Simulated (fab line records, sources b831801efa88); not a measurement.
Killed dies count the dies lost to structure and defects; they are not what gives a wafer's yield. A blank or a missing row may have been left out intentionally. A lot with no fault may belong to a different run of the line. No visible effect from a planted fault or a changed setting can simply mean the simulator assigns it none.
fab line records :: flow sky130
record:
  lots: 4
  wafers: 12
  last-day: 50
route steps=708 shown POLY_CUT@317 SD_P@320 RES_XHIGH@332 SD_N@342 PAD_OPEN@708
lots with no fault: from the same line, run without faults
start-h: the number of hours between the record's first day and the start of the first shown wafer of the lot :: wait-h: how many hours have passed since the lot's step before this one :: " same as the row above :: L1.1+2: a row that stands for several wafers :: - no value, or no start given :: * or withheld: withheld :: < > ~ a bound
route shown NAME@n: a module of which the file shows steps, and the number in the route of the first :: usual: average and standard deviation across the fault-free wafers :: same: alike in all rows :: chamber/n: place in a boat :: sites: each site's reading :: _std_site: how widely they spread, as a standard deviation :: _edge_site: mean of outer sites minus mean of inner sites :: radius-mm: for every site, how far away it sits from the centre of the wafer :: mask NAME#n: copy n :: behind: tool/chamber where the wafer was last shaped :: hold: why the lot was held/for how many hours/how that ended :: device: whichever transistor did not switch (one of n, p or np) :: end of line: the route-end tests of the same wafers :: where a step has no rows: the recipe by itself :: killed: dies that structure and defects cost at the first sort, which is not the same as the wafer's yield :: map: a wafer's dies, marking killed ones x, the rest . and places with no die _
set.NAME: the setting as run; set.NAME@STEP: as run at that earlier step :: model.NAME: the simulator's own value behind a step, which no gauge read
lots at some steps of the route; a table a step, a row a wafer
services: from which hour (start-h, from the record's first day; less than 0 if before it) a tool's chamber was out of use, for how many hours, and why
== steps ==
step: SKY_POLY_CUT_ETCH_10
recipe:
  chemistry: N2/H2
  target: BARC
  ion-energy-ev: 200
  source-w: 500
  bias-w: 100
  pressure-mtorr: 30
  n2-flow-sccm: 100
  h2-flow-sccm: 200
  stop-on: SiO2
  time-s: 45.9
  target-depth-a: 600
step: SKY_POLY_CUT_ETCH_11
recipe:
  target: Si3N4
  chemistry: CF4/CH2F2/Ar
  stop-on: poly-Si
  source-w: 600
  bias-w: 150
  pressure-mtorr: 40
  cf4-flow-sccm: 40
  ch2f2-flow-sccm: 20
  Ar_flow_sccm: 150
  time-s: 42.5
  target-depth-a: 600
step: SKY_POLY_CUT_STRIP_12
recipe:
  chemistry: O2/N2
  power-w: 1400
  pressure-mtorr: 1500
  platen-temp-c: withheld
  o2-flow-sccm: 3000
  n2-flow-sccm: 300
  overash-fraction: 0.5
step: SKY_SD_P_DEHYDRATE_00
recipe:
  temp-c: 200
  time-s: 60
step: SKY_SD_P_HMDS_01
recipe:
  prime-time-s: 60
  prime-temp-c: 120
step: SKY_SD_P_COAT_02
recipe:
  resist: NOVOLAK
  spin-rpm: 3000
  resist-thk-nm: 1140
step: SKY_SD_P_SOFTBAKE_03
recipe:
  temp-c: 90
  time-s: 60
  resist: NOVOLAK
step: SKY_SD_P_EXPOSE_04
recipe:
  mask-id: PSDM
  na: 0.6
  source-shape: conventional
  sigma-outer: 0.6
  polarization: unpolarized
  target-cd-nm: 380
  dose-mj: 138
step: SKY_SD_P_PEB_05
recipe:
  temp-c: withheld
  time-s: *
  resist: NOVOLAK
step: SKY_SD_P_DEVELOP_06
recipe:
  resist: NOVOLAK
  developer: TMAH
  develop-time-s: 60
  dev-temp-c: 23
step: SKY_SD_P_IMPLANT_09
recipe:
  species: BF2
  energy-kev: 20
  dose-cm2: 3e+15
  tilt-deg: 0
usual:
  dose-ions-cm2: 3.001e+15/3.6e+12
  tilt-deg: -0.005/0.02
same:
  implant-ion-amu: 49
lot.wafer: L214.3
tool: implanter-04
chamber: 0
start-h: 646.51
wait-h: 0.1
dose-ions-cm2: 3e+15
tilt-deg: -0.007

lot.wafer: L214.5
tool: implanter-04
chamber: 0
start-h: 646.51
wait-h: 0.1
dose-ions-cm2: 3.003e+15
tilt-deg: -0.005

lot.wafer: L214.6
tool: implanter-04
chamber: 0
start-h: 646.51
wait-h: 0.1
dose-ions-cm2: 2.999e+15
tilt-deg: -0.005

lot.wafer: L215.1
tool: implanter-04
chamber: 0
start-h: 655.13
wait-h: 0.0
dose-ions-cm2: 2.998e+15
tilt-deg: -0.005

lot.wafer: L215.2
tool: implanter-04
chamber: 0
start-h: 655.13
wait-h: 0.0
dose-ions-cm2: 2.999e+15
tilt-deg: -0.024

lot.wafer: L215.4
tool: implanter-04
chamber: 0
start-h: 655.13
wait-h: 0.0
dose-ions-cm2: 3.002e+15
tilt-deg: -0.008

lot.wafer: L228.1
tool: implanter-03
chamber: 0
start-h: 749.56
wait-h: 0.0
dose-ions-cm2: 3.004e+15
tilt-deg: -0.004

lot.wafer: L228.3
tool: implanter-03
chamber: 0
start-h: 749.56
wait-h: 0.0
dose-ions-cm2: 2.999e+15
tilt-deg: 0.004

lot.wafer: L228.6
tool: implanter-03
chamber: 0
start-h: 749.56
wait-h: 0.0
dose-ions-cm2: 2.999e+15
tilt-deg: -0.032

lot.wafer: L231.1
tool: implanter-04
chamber: 0
start-h: 774.33
wait-h: 0.0
dose-ions-cm2: 3.001e+15
tilt-deg: 0.012

lot.wafer: L231.3
tool: implanter-04
chamber: 0
start-h: 774.33
wait-h: 0.0
dose-ions-cm2: 3.005e+15
tilt-deg: -0.007

lot.wafer: L231.5
tool: implanter-04
chamber: 0
start-h: 774.33
wait-h: 0.0
dose-ions-cm2: 3.005e+15
tilt-deg: -0.003
step: SKY_SD_P_STRIP_10
recipe:
  chemistry: O2/N2
  power-w: 1400
  pressure-mtorr: 1500
  platen-temp-c: withheld
  o2-flow-sccm: 3000
  n2-flow-sccm: 300
  overash-fraction: 0.5
usual:
  chamber-pressure-mTorr: 1499.8/1.4
  drypump-motor-current-A: 5.7/0.32
  oes-product-au: 0.617/0.0043
  strip-time-to-endpoint-s: 17.49/0.037
lot.wafer: L214.3
tool: plasma-asher-02
chamber: 1
start-h: 646.64
wait-h: 0.1
chamber-pressure-mTorr: 1502.5
drypump-motor-current-A: 5.7
oes-product-au: 0.626
rf-hours-counter-h: -
strip-time-to-endpoint-s: 17.23

lot.wafer: L214.5
tool: plasma-asher-02
chamber: 1
start-h: 646.64
wait-h: 0.1
chamber-pressure-mTorr: 1501.2
drypump-motor-current-A: 5.7
oes-product-au: 0.620
rf-hours-counter-h: -
strip-time-to-endpoint-s: 17.25

lot.wafer: L214.6
tool: plasma-asher-02
chamber: 0
start-h: 646.64
wait-h: 0.1
chamber-pressure-mTorr: 1497.6
drypump-motor-current-A: 6.1
oes-product-au: 0.622
rf-hours-counter-h: -
strip-time-to-endpoint-s: 17.23

lot.wafer: L215.1
tool: plasma-asher-04
chamber: 1
start-h: 655.28
wait-h: 0.1
chamber-pressure-mTorr: 1501.0
drypump-motor-current-A: 5.0
oes-product-au: 0.621
rf-hours-counter-h: 23
strip-time-to-endpoint-s: 17.21

lot.wafer: L215.2
tool: plasma-asher-04
chamber: 0
start-h: 655.28
wait-h: 0.1
chamber-pressure-mTorr: 1501.7
drypump-motor-current-A: 5.7
oes-product-au: 0.624
rf-hours-counter-h: 23
strip-time-to-endpoint-s: 17.25

lot.wafer: L215.4
tool: plasma-asher-04
chamber: 0
start-h: 655.28
wait-h: 0.1
chamber-pressure-mTorr: 1500.0
drypump-motor-current-A: 5.7
oes-product-au: 0.618
rf-hours-counter-h: -
strip-time-to-endpoint-s: 17.21

lot.wafer: L228.1
tool: plasma-asher-02
chamber: 0
start-h: 749.71
wait-h: 0.1
chamber-pressure-mTorr: 1500.4
drypump-motor-current-A: 6.0
oes-product-au: 0.615
rf-hours-counter-h: 86
strip-time-to-endpoint-s: 17.44

lot.wafer: L228.3
tool: plasma-asher-02
chamber: 1
start-h: 749.71
wait-h: 0.1
chamber-pressure-mTorr: 1499.3
drypump-motor-current-A: 5.7
oes-product-au: 0.618
rf-hours-counter-h: -
strip-time-to-endpoint-s: 17.52

lot.wafer: L228.6
tool: plasma-asher-02
chamber: 0
start-h: 749.71
wait-h: 0.1
chamber-pressure-mTorr: 1500.8
drypump-motor-current-A: 6.0
oes-product-au: 0.622
rf-hours-counter-h: -
strip-time-to-endpoint-s: 17.43

lot.wafer: L231.1
tool: plasma-asher-01
chamber: 0
start-h: 774.48
wait-h: 0.1
chamber-pressure-mTorr: 1497.0
drypump-motor-current-A: 5.9
oes-product-au: 0.620
rf-hours-counter-h: 66
strip-time-to-endpoint-s: 17.45

lot.wafer: L231.3
tool: plasma-asher-01
chamber: 1
start-h: 774.48
wait-h: 0.1
chamber-pressure-mTorr: 1500.0
drypump-motor-current-A: 5.8
oes-product-au: 0.621
rf-hours-counter-h: -
strip-time-to-endpoint-s: 17.45

lot.wafer: L231.5
tool: plasma-asher-01
chamber: 1
start-h: 774.48
wait-h: 0.1
chamber-pressure-mTorr: 1496.8
drypump-motor-current-A: 5.8
oes-product-au: 0.621
rf-hours-counter-h: -
strip-time-to-endpoint-s: 17.50
step: SKY_SD_P_TW_MEAS_11
usual:
  SD_P_TW: 2845/16
lot.wafer: L214.3
tool: film-metro-03
chamber: -
start-h: 646.73
wait-h: 0.1
SD_P_TW: 2798

lot.wafer: L214.5
tool: film-metro-03
chamber: -
start-h: 646.73
wait-h: 0.1
SD_P_TW: 2779

lot.wafer: L214.6
tool: film-metro-03
chamber: -
start-h: 646.73
wait-h: 0.1
SD_P_TW: 2777

lot.wafer: L215.1
tool: film-metro-03
chamber: -
start-h: 655.38
wait-h: 0.1
SD_P_TW: 2791

lot.wafer: L215.2
tool: film-metro-03
chamber: -
start-h: 655.38
wait-h: 0.1
SD_P_TW: 2772

lot.wafer: L215.4
tool: film-metro-03
chamber: -
start-h: 655.38
wait-h: 0.1
SD_P_TW: 2783

lot.wafer: L228.1
tool: film-metro-01
chamber: -
start-h: 749.81
wait-h: 0.1
SD_P_TW: 2838

lot.wafer: L228.3
tool: film-metro-01
chamber: -
start-h: 749.81
wait-h: 0.1
SD_P_TW: 2833

lot.wafer: L228.6
tool: film-metro-01
chamber: -
start-h: 749.81
wait-h: 0.1
SD_P_TW: 2848

lot.wafer: L231.1
tool: film-metro-04
chamber: -
start-h: 774.58
wait-h: 0.1
SD_P_TW: 2870

lot.wafer: L231.3
tool: film-metro-04
chamber: -
start-h: 774.58
wait-h: 0.1
SD_P_TW: 2853

lot.wafer: L231.5
tool: film-metro-04
chamber: -
start-h: 774.58
wait-h: 0.1
SD_P_TW: 2851
step: SKY_RES_XHIGH_DEHYDRATE_00
recipe:
  temp-c: 200
  time-s: 60
step: SKY_RES_XHIGH_HMDS_01
recipe:
  prime-time-s: 60
  prime-temp-c: 120
step: SKY_RES_XHIGH_COAT_02
recipe:
  resist: NOVOLAK
  spin-rpm: 3000
  resist-thk-nm: 1140
step: SKY_RES_XHIGH_SOFTBAKE_03
recipe:
  temp-c: 90
  time-s: 60
  resist: NOVOLAK
step: SKY_RES_XHIGH_EXPOSE_04
recipe:
  mask-id: URPM
  na: 0.6
  source-shape: conventional
  sigma-outer: 0.6
  polarization: unpolarized
  target-cd-nm: 1270
  dose-mj: 140
step: SKY_RES_XHIGH_PEB_05
recipe:
  temp-c: withheld
  time-s: *
  resist: NOVOLAK
step: SKY_RES_XHIGH_DEVELOP_06
recipe:
  resist: NOVOLAK
  developer: TMAH
  develop-time-s: 60
  dev-temp-c: 23
step: SKY_RES_XHIGH_IMPLANT_07
recipe:
  species: BF2
  energy-kev: 20
  dose-cm2: 3.6e+14
  tilt-deg: 0
step: SKY_RES_XHIGH_STRIP_08
recipe:
  chemistry: O2/N2
  power-w: 1400
  pressure-mtorr: 1500
  platen-temp-c: withheld
  o2-flow-sccm: 3000
  n2-flow-sccm: 300
  overash-fraction: 0.5
step: SKY_SD_N_DEHYDRATE_00
recipe:
  temp-c: 200
  time-s: 60
step: SKY_SD_N_HMDS_01
recipe:
  prime-time-s: 60
  prime-temp-c: 120
step: SKY_SD_N_COAT_02
recipe:
  resist: NOVOLAK
  spin-rpm: 3000
  resist-thk-nm: 1140
step: SKY_SD_N_SOFTBAKE_03
recipe:
  temp-c: 90
  time-s: 60
  resist: NOVOLAK
step: SKY_SD_N_EXPOSE_04
recipe:
  mask-id: NSDM
  na: 0.6
  source-shape: conventional
  sigma-outer: 0.6
  polarization: unpolarized
  target-cd-nm: 380
  dose-mj: 141
step: SKY_SD_N_PEB_05
recipe:
  temp-c: withheld
  time-s: *
  resist: NOVOLAK
step: SKY_SD_N_DEVELOP_06
recipe:
  resist: NOVOLAK
  developer: TMAH
  develop-time-s: 60
  dev-temp-c: 23
step: SKY_SD_N_IMPLANT_09
recipe:
  species: As
  energy-kev: 50
  dose-cm2: 4e+15
  tilt-deg: 0
step: SKY_SD_N_IMPLANT_10
recipe:
  species: P
  energy-kev: 20
  dose-cm2: 1e+14
  tilt-deg: 0
step: SKY_SD_N_STRIP_11
recipe:
  chemistry: O2/N2
  power-w: 1400
  pressure-mtorr: 1500
  platen-temp-c: withheld
  o2-flow-sccm: 3000
  n2-flow-sccm: 300
  overash-fraction: 0.5
step: SKY_SD_N_CLEAN_13
recipe:
  chemistry: SC1/SC2
  mix: 1:4:20
  temp-c: 70
  time-s: 150
  dry: n2-spin
step: SKY_SD_N_RTA_14
recipe:
  temp-c: 1075
  time-s: 2
  idle-temp-c: 650
  ramp-up-c-per-s: 150
  ramp-down-c-per-s: 90
  ambient: N2
step: SKY_SD_N_RS_MEAS_17
recipe:
  thk-meas-gauge: four-point-probe
usual:
  SD_P_RS: 147.1/0.39
lot.wafer: L214.3
tool: film-metro-04
chamber: -
start-h: 703.90
wait-h: 0.1
SD_P_RS[ohm/sq]: 149.0

lot.wafer: L214.5
tool: film-metro-04
chamber: -
start-h: 703.90
wait-h: 0.1
SD_P_RS[ohm/sq]: 149.0

lot.wafer: L214.6
tool: film-metro-04
chamber: -
start-h: 703.90
wait-h: 0.1
SD_P_RS[ohm/sq]: 148.9

lot.wafer: L215.1
tool: film-metro-01
chamber: -
start-h: 712.61
wait-h: 0.1
SD_P_RS[ohm/sq]: 149.2

lot.wafer: L215.2
tool: film-metro-01
chamber: -
start-h: 712.61
wait-h: 0.1
SD_P_RS[ohm/sq]: 149.5

lot.wafer: L215.4
tool: film-metro-01
chamber: -
start-h: 712.61
wait-h: 0.1
SD_P_RS[ohm/sq]: 149.4

lot.wafer: L228.1
tool: film-metro-04
chamber: -
start-h: 803.01
wait-h: 0.1
SD_P_RS[ohm/sq]: 147.3

lot.wafer: L228.3
tool: film-metro-04
chamber: -
start-h: 803.01
wait-h: 0.1
SD_P_RS[ohm/sq]: 147.1

lot.wafer: L228.6
tool: film-metro-04
chamber: -
start-h: 803.01
wait-h: 0.1
SD_P_RS[ohm/sq]: 147.1

lot.wafer: L231.1
tool: film-metro-03
chamber: -
start-h: 829.44
wait-h: 0.1
SD_P_RS[ohm/sq]: 147.1

lot.wafer: L231.3
tool: film-metro-03
chamber: -
start-h: 829.44
wait-h: 0.1
SD_P_RS[ohm/sq]: 146.9

lot.wafer: L231.5
tool: film-metro-03
chamber: -
start-h: 829.44
wait-h: 0.1
SD_P_RS[ohm/sq]: 147.0
step: SKY_PAD_OPEN_PROBE_99
usual:
  killed_at_M0_to_M3: 41/6.2
  killed_at_M4_up: 3.0/1.7
  killed-at-contacts: 25/5.8
  killed-at-front-end: 16/4.5
  killed-at-other: 0.2/0.42
  killed-dies: 85/8.4
  killed-open: 46/5.9
  killed-short: 39/6.3
same:
  gross-dies: 492
  killed-at-back-side: 0
lot.wafer: L214.3
tool: prober-02
chamber: -
start-h: 1120.15
wait-h: 0.2
killed_at_M0_to_M3: 42
killed_at_M4_up: 4
killed-at-contacts: 25
killed-at-front-end: 17
killed-at-other: 0
killed-dies: 88
killed-open: 41
killed-short: 47
model.etest.res-high-po.line-ohm-um: 849.9
model.etest.licon-high-po.rc-ohm: 429.6
model.etest.res-pdiff.line-ohm-um: 1405
model.etest.res-high-po.rs-ohm-sq: 294.5
model.etest.licon-pdiff.rc-ohm: 576.9
model.etest.res-high-po.rs-ohm-sq-range: 34.59
model.etest.res-high-po.rs-ohm-sq-rim-less-centre: -14.6
model.etest.res-pdiff-hv.rs-ohm-sq: 200.9

lot.wafer: L214.5
tool: prober-02
chamber: -
start-h: 1120.25
wait-h: 0.2
killed_at_M0_to_M3: 45
killed_at_M4_up: 4
killed-at-contacts: 31
killed-at-front-end: 16
killed-at-other: 1
killed-dies: 97
killed-open: 57
killed-short: 40
model.etest.res-high-po.line-ohm-um: 856.4
model.etest.licon-high-po.rc-ohm: 451.2
model.etest.res-pdiff.line-ohm-um: 1426
model.etest.res-high-po.rs-ohm-sq: 299.9
model.etest.licon-pdiff.rc-ohm: 593.9
model.etest.res-high-po.rs-ohm-sq-range: 35.52
model.etest.res-high-po.rs-ohm-sq-rim-less-centre: -15.7
model.etest.res-pdiff-hv.rs-ohm-sq: 203

lot.wafer: L214.6
tool: prober-02
chamber: -
start-h: 1120.30
wait-h: 0.2
killed_at_M0_to_M3: 35
killed_at_M4_up: 3
killed-at-contacts: 28
killed-at-front-end: 9
killed-at-other: 2
killed-dies: 77
killed-open: 38
killed-short: 39
model.etest.res-high-po.line-ohm-um: 871.5
model.etest.licon-high-po.rc-ohm: 446.9
model.etest.res-pdiff.line-ohm-um: 1454
model.etest.res-high-po.rs-ohm-sq: 301.1
model.etest.licon-pdiff.rc-ohm: 612.8
model.etest.res-high-po.rs-ohm-sq-range: 38.25
model.etest.res-high-po.rs-ohm-sq-rim-less-centre: -15.91
model.etest.res-pdiff-hv.rs-ohm-sq: 200.8

lot.wafer: L215.1
tool: prober-01
chamber: -
start-h: 1126.39
wait-h: 0.1
killed_at_M0_to_M3: 42
killed_at_M4_up: 3
killed-at-contacts: 36
killed-at-front-end: 16
killed-at-other: 0
killed-dies: 97
killed-open: 59
killed-short: 35
model.etest.res-high-po.line-ohm-um: 865.3
model.etest.licon-high-po.rc-ohm: 481.6
model.etest.res-pdiff.line-ohm-um: 1468
model.etest.res-high-po.rs-ohm-sq: 305.1
model.etest.licon-pdiff.rc-ohm: 625.8
model.etest.res-high-po.rs-ohm-sq-range: 34.2
model.etest.res-high-po.rs-ohm-sq-rim-less-centre: -17.43
model.etest.res-pdiff-hv.rs-ohm-sq: 203.8

lot.wafer: L215.2
tool: prober-01
chamber: -
start-h: 1126.44
wait-h: 0.1
killed_at_M0_to_M3: 43
killed_at_M4_up: 1
killed-at-contacts: 23
killed-at-front-end: 9
killed-at-other: 0
killed-dies: 76
killed-open: 33
killed-short: 43
model.etest.res-high-po.line-ohm-um: 864.3
model.etest.licon-high-po.rc-ohm: 478.3
model.etest.res-pdiff.line-ohm-um: 1476
model.etest.res-high-po.rs-ohm-sq: 308.4
model.etest.licon-pdiff.rc-ohm: 624.1
model.etest.res-high-po.rs-ohm-sq-range: 34.6
model.etest.res-high-po.rs-ohm-sq-rim-less-centre: -17.83
model.etest.res-pdiff-hv.rs-ohm-sq: 202.9

lot.wafer: L215.4
tool: prober-01
chamber: -
start-h: 1126.54
wait-h: 0.2
killed_at_M0_to_M3: 41
killed_at_M4_up: 3
killed-at-contacts: 24
killed-at-front-end: 13
killed-at-other: 0
killed-dies: 81
killed-open: 42
killed-short: 37
model.etest.res-high-po.line-ohm-um: 882.6
model.etest.licon-high-po.rc-ohm: 468
model.etest.res-pdiff.line-ohm-um: 1424
model.etest.res-high-po.rs-ohm-sq: 305
model.etest.licon-pdiff.rc-ohm: 613.5
model.etest.res-high-po.rs-ohm-sq-range: 38.12
model.etest.res-high-po.rs-ohm-sq-rim-less-centre: -16.16
model.etest.res-pdiff-hv.rs-ohm-sq: 201.8

lot.wafer: L228.1
tool: prober-01
chamber: -
start-h: 1186.97
wait-h: 0.1
killed_at_M0_to_M3: 33
killed_at_M4_up: 6
killed-at-contacts: 32
killed-at-front-end: 20
killed-at-other: 0
killed-dies: 91
killed-open: 44
killed-short: 44
model.etest.res-high-po.line-ohm-um: 745.1
model.etest.licon-high-po.rc-ohm: 352.2
model.etest.res-pdiff.line-ohm-um: 1360
model.etest.res-high-po.rs-ohm-sq: 260.2
model.etest.licon-pdiff.rc-ohm: 595.3
model.etest.res-high-po.rs-ohm-sq-range: 3.834
model.etest.res-high-po.rs-ohm-sq-rim-less-centre: 0.5275
model.etest.res-pdiff-hv.rs-ohm-sq: 192.6

lot.wafer: L228.3
tool: prober-01
chamber: -
start-h: 1187.07
wait-h: 0.2
killed_at_M0_to_M3: 50
killed_at_M4_up: 3
killed-at-contacts: 21
killed-at-front-end: 17
killed-at-other: 0
killed-dies: 91
killed-open: 45
killed-short: 45
model.etest.res-high-po.line-ohm-um: 757
model.etest.licon-high-po.rc-ohm: 346.9
model.etest.res-pdiff.line-ohm-um: 1328
model.etest.res-high-po.rs-ohm-sq: 263.6
model.etest.licon-pdiff.rc-ohm: 590.4
model.etest.res-high-po.rs-ohm-sq-range: 4.526
model.etest.res-high-po.rs-ohm-sq-rim-less-centre: -1.025
model.etest.res-pdiff-hv.rs-ohm-sq: 192.9

lot.wafer: L228.6
tool: prober-01
chamber: -
start-h: 1187.22
wait-h: 0.2
killed_at_M0_to_M3: 43
killed_at_M4_up: 2
killed-at-contacts: 22
killed-at-front-end: 14
killed-at-other: 0
killed-dies: 81
killed-open: 48
killed-short: 33
model.etest.res-high-po.line-ohm-um: 762.9
model.etest.licon-high-po.rc-ohm: 352.1
model.etest.res-pdiff.line-ohm-um: 1320
model.etest.res-high-po.rs-ohm-sq: 263.5
model.etest.licon-pdiff.rc-ohm: 567.3
model.etest.res-high-po.rs-ohm-sq-range: 2.912
model.etest.res-high-po.rs-ohm-sq-rim-less-centre: -0.01953
model.etest.res-pdiff-hv.rs-ohm-sq: 192.5

lot.wafer: L231.1
tool: prober-01
chamber: -
start-h: 1202.81
wait-h: 0.1
killed_at_M0_to_M3: 35
killed_at_M4_up: 0
killed-at-contacts: 30
killed-at-front-end: 8
killed-at-other: 0
killed-dies: 73
killed-open: 44
killed-short: 29
model.etest.res-high-po.line-ohm-um: 733.8
model.etest.licon-high-po.rc-ohm: 337.2
model.etest.res-pdiff.line-ohm-um: 1341
model.etest.res-high-po.rs-ohm-sq: 259.9
model.etest.licon-pdiff.rc-ohm: 574.6
model.etest.res-high-po.rs-ohm-sq-range: 4.368
model.etest.res-high-po.rs-ohm-sq-rim-less-centre: 2.865
model.etest.res-pdiff-hv.rs-ohm-sq: 192

lot.wafer: L231.3
tool: prober-01
chamber: -
start-h: 1202.91
wait-h: 0.2
killed_at_M0_to_M3: 44
killed_at_M4_up: 1
killed-at-contacts: 34
killed-at-front-end: 18
killed-at-other: 0
killed-dies: 97
killed-open: 48
killed-short: 48
model.etest.res-high-po.line-ohm-um: 758.5
model.etest.licon-high-po.rc-ohm: 363.5
model.etest.res-pdiff.line-ohm-um: 1330
model.etest.res-high-po.rs-ohm-sq: 267
model.etest.licon-pdiff.rc-ohm: 588.5
model.etest.res-high-po.rs-ohm-sq-range: 7.2
model.etest.res-high-po.rs-ohm-sq-rim-less-centre: 4.062
model.etest.res-pdiff-hv.rs-ohm-sq: 191.1

lot.wafer: L231.5
tool: prober-01
chamber: -
start-h: 1203.01
wait-h: 0.2
killed_at_M0_to_M3: 55
killed_at_M4_up: 1
killed-at-contacts: 22
killed-at-front-end: 13
killed-at-other: 0
killed-dies: 91
killed-open: 43
killed-short: 48
model.etest.res-high-po.line-ohm-um: 746.1
model.etest.licon-high-po.rc-ohm: 345.7
model.etest.res-pdiff.line-ohm-um: 1352
model.etest.res-high-po.rs-ohm-sq: 259.6
model.etest.licon-pdiff.rc-ohm: 557.3
model.etest.res-high-po.rs-ohm-sq-range: 3.596
model.etest.res-high-po.rs-ohm-sq-rim-less-centre: 2.504
model.etest.res-pdiff-hv.rs-ohm-sq: 193.9
killed by level:class
L214.3 METAL1:geometric-particle:short=9 VIA3:geometric-particle:open=8 CONTACT:geometric-particle:open=7 LI_CONTACT:geometric-particle:open=6 FIELD_ISO:geometric-particle:open=5 LOCAL_INTERCONNECT:geometric-particle:short=5 CONTACT:geometric-particle:short=5 VIA1:geometric-particle:open=4
L214.5 LI_CONTACT:geometric-particle:open=12 VIA1:geometric-particle:open=10 CONTACT:geometric-particle:open=9 LOCAL_INTERCONNECT:geometric-particle:short=6 METAL1:geometric-particle:short=6 VIA3:geometric-particle:open=6 VIA2:geometric-particle:open=5 FIELD_ISO:geometric-particle:open=4
L214.6 VIA3:geometric-particle:open=9 CONTACT:geometric-particle:short=8 LI_CONTACT:geometric-particle:open=6 CONTACT:geometric-particle:open=6 VIA1:geometric-particle:open=6 LI_CONTACT:geometric-particle:short=5 METAL1:geometric-particle:short=5 VIA2:geometric-particle:short=5
L215.1 CONTACT:geometric-particle:open=17 VIA1:geometric-particle:open=8 LI_CONTACT:geometric-particle:open=8 VIA2:geometric-particle:open=8 VIA1:geometric-particle:short=6 VIA3:geometric-particle:open=6 POLY_GATE:geometric-particle:open=5 CONTACT:geometric-particle:short=5
L215.2 METAL2:geometric-particle:short=11 METAL1:geometric-particle:short=8 VIA1:geometric-particle:open=7 LI_CONTACT:geometric-particle:open=5 CONTACT:geometric-particle:open=5 VIA3:geometric-particle:open=5 CONTACT:geometric-particle:short=4 VIA1:geometric-particle:short=4
L215.4 CONTACT:geometric-particle:open=9 VIA1:geometric-particle:open=9 LI_CONTACT:geometric-particle:open=8 METAL1:geometric-particle:short=8 METAL2:geometric-particle:short=7 POLY_GATE:geometric-particle:open=5 VIA2:geometric-particle:open=5 LI_CONTACT:geometric-particle:short=4
L228.1 CONTACT:geometric-particle:open=15 FIELD_ISO:geometric-particle:open=5 POLY_GATE:geometric-particle:short=5 LOCAL_INTERCONNECT:geometric-particle:short=5 VIA1:geometric-particle:open=5 METAL4:geometric-particle:short=5 POLY_GATE:geometric-particle:open=4 LI_CONTACT:geometric-particle:open=4
L228.3 VIA2:geometric-particle:open=10 METAL1:geometric-particle:short=9 VIA3:geometric-particle:short=8 CONTACT:geometric-particle:open=8 POLY_GATE:geometric-particle:open=6 VIA1:geometric-particle:open=5 VIA3:geometric-particle:open=5 VIA1:geometric-particle:short=4
L228.6 CONTACT:geometric-particle:open=12 VIA1:geometric-particle:open=10 VIA3:geometric-particle:open=8 VIA2:geometric-particle:short=6 FIELD_ISO:geometric-particle:short=5 VIA2:geometric-particle:open=5 POLY_GATE:geometric-particle:open=4 VIA3:geometric-particle:short=4
L231.1 LI_CONTACT:geometric-particle:open=10 VIA1:geometric-particle:open=8 CONTACT:geometric-particle:open=7 VIA3:geometric-particle:open=7 CONTACT:geometric-particle:short=6 VIA2:geometric-particle:open=6 FIELD_ISO:geometric-particle:short=5 METAL1:geometric-particle:short=5
L231.3 CONTACT:geometric-particle:open=13 VIA1:geometric-particle:open=10 LOCAL_INTERCONNECT:geometric-particle:short=10 METAL1:geometric-particle:short=8 LI_CONTACT:geometric-particle:open=7 METAL2:geometric-particle:short=7 FIELD_ISO:geometric-particle:open=6 VIA1:geometric-particle:short=4
L231.5 VIA1:geometric-particle:open=14 LI_CONTACT:geometric-particle:short=7 VIA3:geometric-particle:open=7 METAL1:geometric-particle:short=7 METAL2:geometric-particle:short=7 VIA2:geometric-particle:open=7 POLY_GATE:geometric-particle:short=6 LOCAL_INTERCONNECT:geometric-particle:short=6
== services ==
tool: plasma-asher-01
chamber: -
start-h: 626.76
hours: 2.8
kind: pm

tool: implanter-04
chamber: -
start-h: 629.13
hours: 4.7
kind: pm

tool: plasma-asher-01
chamber: -
start-h: 647.84
hours: 2.0
kind: repair

tool: implanter-04
chamber: -
start-h: 678.88
hours: 4.5
kind: pm

tool: plasma-asher-02
chamber: -
start-h: 681.34
hours: 8.2
kind: repair

tool: plasma-asher-01
chamber: -
start-h: 684.47
hours: 0.5
kind: repair

tool: implanter-03
chamber: -
start-h: 686.66
hours: 3.2
kind: pm

tool: implanter-04
chamber: -
start-h: 756.00
hours: 3.2
kind: repair

tool: implanter-04
chamber: -
start-h: 770.75
hours: 3.4
kind: repair
== key ==
first-sign:
  step: SKY_SD_P_STRIP_10
  reading: strip-time-to-endpoint-s
  direction: down
  sigmas: 7
  usual: *
  struck: *
effect:
  step: SKY_SD_P_TW_MEAS_11
  reading: SD_P_TW
  direction: down
  sigmas: 3.8
  usual: 2845
  struck: 2783
effect:
  step: SKY_SD_N_RS_MEAS_17
  reading: SD_P_RS
  direction: up
  sigmas: 5.4
  usual: 147.1
  struck: 149.2
model-effect:
  step: SKY_PAD_OPEN_PROBE_99
  value: etest.res-high-po.line-ohm-um
  without: 738.3
  struck: 865
met-at SKY_SD_P_IMPLANT_09
struck-wafers L214.3,L214.5,L214.6,L215.1,L215.2,L215.4
tester-left-out L214,L215
fault:
  kind: process-parameter-drift
  tool: implanter-04
  chamber: -
  onset-h: 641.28
  steps: SKY_SD_P_IMPLANT_09
  channel: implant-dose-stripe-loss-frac
  offset: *
  shape: step
  end-h: 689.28
tester-left-out: of these lots the tester's yield and bins aren't shown, on N5 and GAA mostly nor the transistor test; their killed dies are dies lost to structure and defects alone, not to doping, threshold or leakage, so they don't give the yield
